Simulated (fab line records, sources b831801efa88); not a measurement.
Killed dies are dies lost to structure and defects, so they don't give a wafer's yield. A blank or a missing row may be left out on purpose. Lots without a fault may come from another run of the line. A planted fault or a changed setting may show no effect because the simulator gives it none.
Which tool did it? | flow sky130 | 6 lots, 18 wafers sampled, at 2 steps of a route of 708

WHAT THE GAUGES READ, wafer by wafer
SKY_VT_ADJUST_LVTN_OVL_MEAS_07.
lot  | measured     | on         | VT_ADJUST_LVTN_OVL (nm)
L439 | day 7 15:09  | overlay-01 | -0.8 -0.6 1.1
L443 | day 8 17:59  | overlay-02 | -1.4 -1.0 0.0
L445 | day 9 08:43  | overlay-02 | 1.2 0.6 -0.5
L453 | day 12 08:44 | overlay-01 | - - -
L454 | day 12 16:23 | overlay-02 | - - -
L459 | day 13 12:04 | overlay-01 | 1.6 0.6 0.2

WHICH TOOL RAN EACH LOT (tool, then ch and the chambers of the sampled wafers, then the start)
lot  | SKY_VT_ADJUST_LVTN_COAT_02
L439 | litho_track-04 ch 0, day 7 05:19
L443 | litho_track-04 ch 0, day 8 07:29
L445 | litho_track-03 ch 0, day 8 21:19
L453 | litho_track-03, day 11 20:04
L454 | litho_track-02, day 12 03:49
L459 | litho_track-02 ch 0, day 12 22:19
- SKY_VT_ADJUST_LVTN_COAT_02: resist thk 3000 nm.

THE ANSWER, worked out from the rows above alone
Rule: what is usual is taken from the lots themselves. Put in order of their means at a reading, lots are off if they are a third of the lots or fewer, leave a main group of 4 or more, and stand apart from it by a gap of 3 or more times the standard deviation of the main group's means; of several such gaps the widest counts. A main group whose means are all the same, to the digits that the tables above print for the reading, isn't used. A lot without any number at a reading at which 4 lots or more have one is off too. The other lots that the step has rows for count as sound.
Off: L453, L454, at SKY_VT_ADJUST_LVTN_OVL_MEAS_07 (VT_ADJUST_LVTN_OVL). Without a number there: L453, L454. The main group: mean 0.1 nm, standard deviation 0.6.
A tool fits if, at a process step before that reading, it ran every lot that is off, and no sound lot after the first of them. The gauges at SKY_VT_ADJUST_LVTN_OVL_MEAS_07 are tried like those tools. None of those tried fits.

WHAT THE SIMULATOR HAD PUT IN
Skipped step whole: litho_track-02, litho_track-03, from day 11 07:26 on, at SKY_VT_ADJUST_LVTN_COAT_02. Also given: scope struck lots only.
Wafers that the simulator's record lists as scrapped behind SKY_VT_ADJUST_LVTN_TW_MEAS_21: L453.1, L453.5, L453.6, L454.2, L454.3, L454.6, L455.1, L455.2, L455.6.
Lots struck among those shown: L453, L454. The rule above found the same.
